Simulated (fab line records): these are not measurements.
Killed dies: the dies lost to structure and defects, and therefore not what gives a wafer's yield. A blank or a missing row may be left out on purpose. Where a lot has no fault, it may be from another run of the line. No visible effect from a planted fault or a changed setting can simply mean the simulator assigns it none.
A single fault, viewed from 2 desks | flow sky130 | each desk has only its own numbers; what lay behind them comes last

AT THE TOOL OWNER'S DESK: cmp-02
The tool's own readings at SKY_VIA1_CMP_02 (polishes SiO2): means of the sampled wafers that have a number, for each lot that ran on this tool. If a lot's mean is further than 4 standard deviations from the usual mean, the lot is out of limits and carries the mark OUT (the distance appears in the brackets).
Columns: A = motor current A at SKY_VIA1_CMP_02, usual 12.6 A; B = platen rpm at SKY_VIA1_CMP_02, usual 60.00 rpm
lot  | first seen here | A    | B
L693 | day 33 05:33    | 12.9 | 59.96
L700 | day 35 10:07    | 11.5 | 60.00
L704 | day 36 12:09    | 12.5 | 60.01
L706 | day 37 07:43    | 11.7 | 60.00
L709 | day 38 07:02    | 12.8 | 60.04
L711 | day 39 07:58    | 12.5 | 59.96
L714 | day 39 15:11    | 12.4 | 60.00
L715 | day 40 09:32    | 11.5 | 60.04
Result from this desk: across the 8 lots, nothing is out of limits.

THE METROLOGY DESK
Means of the sampled wafers that have a number, per lot and without regard to the tool the lot ran on: this is what the gauges read. If a lot's mean is further than 4 standard deviations from the usual mean, the lot is out of limits and carries the mark OUT (the distance appears in the brackets).
Columns: A = PAD_OPEN_BOW at SKY_PAD_OPEN_BOW_MEAS_13, usual 47 um
lot  | first seen here | A
L692 | day 46 03:33    | 43
L693 | day 46 06:05    | 47
L694 | day 46 11:11    | 50
L697 | day 46 23:22    | 55
L700 | day 47 19:52    | 57
L701 | day 48 06:32    | 38
L704 | day 48 16:10    | 44
L706 | day 49 04:53    | 45
L709 | day 49 20:05    | 34
L711 | day 50 13:13    | 34
L714 | day 50 16:36    | 52
L715 | day 51 03:52    | 44
Result from this desk: across the 12 lots, nothing is out of limits.

TAKEN TOGETHER
The desk of the tool owner found nothing out of limits.
At the metrology desk, nothing out of limits was observed.

WHAT HAD BEEN PUT IN BY THE SIMULATOR
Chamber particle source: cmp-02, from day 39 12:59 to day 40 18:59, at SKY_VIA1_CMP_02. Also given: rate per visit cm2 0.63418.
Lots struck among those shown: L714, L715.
